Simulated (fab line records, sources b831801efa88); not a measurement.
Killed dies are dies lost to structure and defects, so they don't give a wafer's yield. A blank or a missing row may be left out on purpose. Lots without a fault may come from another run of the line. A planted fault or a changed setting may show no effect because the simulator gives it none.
One fault seen from 2 desks | flow sky130 | each desk has only its own numbers; what lay behind them comes last

THE METROLOGY DESK
What the gauges read, lot by lot, whatever tool the lot ran on: means of the sampled wafers that have a number. A lot is out of limits, marked OUT, if its mean lies more than 4 standard deviations from the usual mean; the brackets give that distance.
Columns: A = POLY_GATE_CVD_03_THK at SKY_POLY_GATE_THK_MEAS_04, usual 75.0 nm; B = POLY_GATE_OXIDATION_THK at SKY_POLY_GATE_THK_MEAS_21, usual 4.01 nm; C = LDD_HVN_TW at SKY_LDD_HVN_TW_MEAS_10, usual 1432
lot  | first seen here | A    | B    | C
L983 | day 15 07:41    | 74.8 | 3.94 | 1406
L984 | day 15 12:25    | 74.9 | 3.99 | 1401
L986 | day 16 07:04    | 76.0 | 4.06 | 1404
L988 | day 17 12:43    | 75.2 | 3.97 | 1443
L989 | day 18 04:26    | 75.5 | 4.17 | 1407
L990 | day 18 04:27    | 75.1 | 4.03 | 1447
L991 | day 18 04:29    | 74.4 | 4.12 | 1444
L994 | day 19 01:03    | 75.2 | 4.02 | 1449
L998 | day 20 11:10    | 74.9 | 4.01 | 1455
L100 | day 22 09:06    | 75.2 | 4.04 | 1192 (-10) OUT
L999 | day 22 09:06    | 75.4 | 3.96 | 1201 (-10) OUT
L105 | day 23 00:43    | 74.0 | 3.92 | 1459
This desk's finding: out of limits on L100, L999; first on L999, day 27 08:37 (LDD_HVN_TW at SKY_LDD_HVN_TW_MEAS_10). In limits: L983, L984, L986, L988, L989, L990, L991, L994, L998, L105.

THE TOOL OWNER'S DESK: implanter-01
The tool's own readings at SKY_LDD_HVN_IMPLANT_08: means of the sampled wafers that have a number, for each lot that ran on this tool. A lot is out of limits, marked OUT, if its mean lies more than 4 standard deviations from the usual mean; the brackets give that distance.
Columns: A = dose_ions_cm2 at SKY_LDD_HVN_IMPLANT_08, usual 3.0004e+13; B = faraday_current_uA at SKY_LDD_HVN_IMPLANT_08, usual 169; C = tilt_deg at SKY_LDD_HVN_IMPLANT_08, usual 39.996 degrees
lot  | first seen here | A                            | B             | C
L988 | day 22 15:46    | 3.0002e+13                   | 169           | 39.975
L989 | day 23 07:22    | 3.0002e+13                   | 168           | 39.988
L990 | day 23 08:41    | 3.0004e+13                   | 170           | 39.988
L994 | day 24 05:00    | 3.0019e+13                   | 170           | 40.008
L998 | day 25 13:44    | 3.0005e+13                   | 171           | 39.971
L999 | day 27 08:22    | 1.8083e+13 (-99 or more) OUT | 100 (-22) OUT | 39.985
L100 | day 27 10:25    | 1.8085e+13 (-99 or more) OUT | 103 (-21) OUT | 39.992
This desk's finding: out of limits on L100, L999; first on L999, day 27 08:22 (dose_ions_cm2 at SKY_LDD_HVN_IMPLANT_08). In limits: L988, L989, L990, L994, L998.

PUT TOGETHER
The tool owner's desk could have raised an alarm at day 27 08:22, on L100, L999.
The metrology desk could have raised an alarm at day 27 08:37, on L100, L999.
Of the lots named, all ran SKY_LDD_HVN_IMPLANT_08 on implanter-01.

WHAT THE SIMULATOR HAD PUT IN
Process parameter drift: implanter-01, from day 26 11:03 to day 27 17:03, at SKY_LDD_HVN_IMPLANT_08. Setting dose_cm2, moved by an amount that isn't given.
Lots struck among those shown: L100, L999.
Hours from the fault's start to each desk's first reading out of limits: the tool owner's desk, 21; the metrology desk, 22.
